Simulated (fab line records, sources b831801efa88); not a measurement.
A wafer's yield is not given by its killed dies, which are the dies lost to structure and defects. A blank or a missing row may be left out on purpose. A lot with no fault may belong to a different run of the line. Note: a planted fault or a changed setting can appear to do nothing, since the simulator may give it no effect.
Problem report in the 8D (eight disciplines) form, filled by code    flow sky130    the parts of the form that need people (team, actions taken, sign-off) are left out

== 1. THE PROBLEM ==
Wafers free of any fault read 0.283 ohm/sq (standard deviation 0.0035) for LI_CONTACT_W_RS at SKY_LI_CONTACT_RS_MEAS_22, against a mean of 0.220 ohm/sq on 2 wafers of 2 lots. Relative to the usual mean, that is a shift of -18 standard deviations.
The step: measures by four-point-probe.
The first sign was on wafer L307.1 at day 35 13:37, on film-metro-01. Wafers with a number at this step in the record: 42, from 14 lots. By rule, "out" or "out of limits" means more than 4 standard deviations away from the usual mean. Any other wafer with a number is counted as sound.

== 2. WHAT IT IS, WHAT IT ISN'T ==
question                     is                 is not
which readings at this step  LI_CONTACT_W_RS    -
which lots                   L307, L308         L287, L289, L290, L291, L293, L294, L295, L296, L298, L299, L303, L310
which wafers of those lots   L307.1, L308.6     L307.2, L307.4, L308.2, L308.3
read on which gauges         film-metro-01      film-metro-02, film-metro-03
when                         from day 35 13:37  up to then (35 sound wafers); but 5 sound wafers of L308, L310 came after

== 3. WHAT RULES OUT EACH SUSPECT ==
Counting: if a tool at a process step up to the reading ran every lot that is out, it stays a suspect. Sound lots after the first of them don't rule it out here, since some wafers of a struck lot are sound.
- the gauge at SKY_LI_CONTACT_RS_MEAS_22: ruled out. All the wafers that are out were read on film-metro-01, but those of them that SKY_LI_CONTACT_CMP_24 has rows for are out there too, on other tools.
- cvd-w-01 at SKY_LI_CONTACT_CVD_21 (deposits W, target thk 400 nm, time 120.56 s): kept. It processed each lot that is out (first: L307, day 35 13:29); up to then, its last sound lot is L303 (day 34 23:52).
- Within cvd-w-01 at SKY_LI_CONTACT_CVD_21, the wafers that are out were processed in chamber 0 and their sound lot-mates in chamber 1.
After counting, what remains is cvd-w-01 at SKY_LI_CONTACT_CVD_21.

== 4. THE CAUSE (what the simulator had put in) ==
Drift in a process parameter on cvd-w-01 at SKY_LI_CONTACT_CVD_21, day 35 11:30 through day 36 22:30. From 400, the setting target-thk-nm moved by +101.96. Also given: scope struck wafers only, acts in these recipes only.
Only this tool survived the counting.

== 5. SEQUENCE OF EFFECTS, ordered by route ==
Rows list readings where the struck wafers' mean (over those with a number) sits beyond 3 standard deviations from the usual. Only readings for which the record gives a usual standard deviation are gone through. hours: the time from each lot's start at the first step in this table that gives one to its start at this step, as a median over the lots. sigmas: the change in usual standard deviations.
hours  step                        reading             usual         on struck wafers  change  sigmas
0      SKY_LI_CONTACT_RS_MEAS_22   LI_CONTACT_W_RS     0.283 ohm/sq  0.220             -0.063  -18
0      SKY_LI_CONTACT_THK_MEAS_23  LI_CONTACT_W_THK    386 nm        494               +108    +15
0      SKY_LI_CONTACT_CMP_24       time-to-endpoint-s  96 s          124               +28     +8.1
It contains these process steps:
- SKY_LI_CONTACT_CMP_24: polishes, stops on PSG, t overpolish 20 s, target thk 0 nm.

== 6. WHAT WOULD HAVE CAUGHT IT SOONER ==
In this record the first reading out of limits at a measuring or inspecting step was taken at day 35 13:37, 2 hours after the fault began at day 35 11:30.
Tool readings at SKY_LI_CONTACT_CVD_21 with a usual standard deviation given in the record: none out on any struck wafer, hence no alarm at a limit of 4 standard deviations on them.
Lots out: 2; of these, L308 started SKY_LI_CONTACT_CVD_21 on cvd-w-01 after day 35 13:37. Had the tool been put on hold then, it would have been spared.
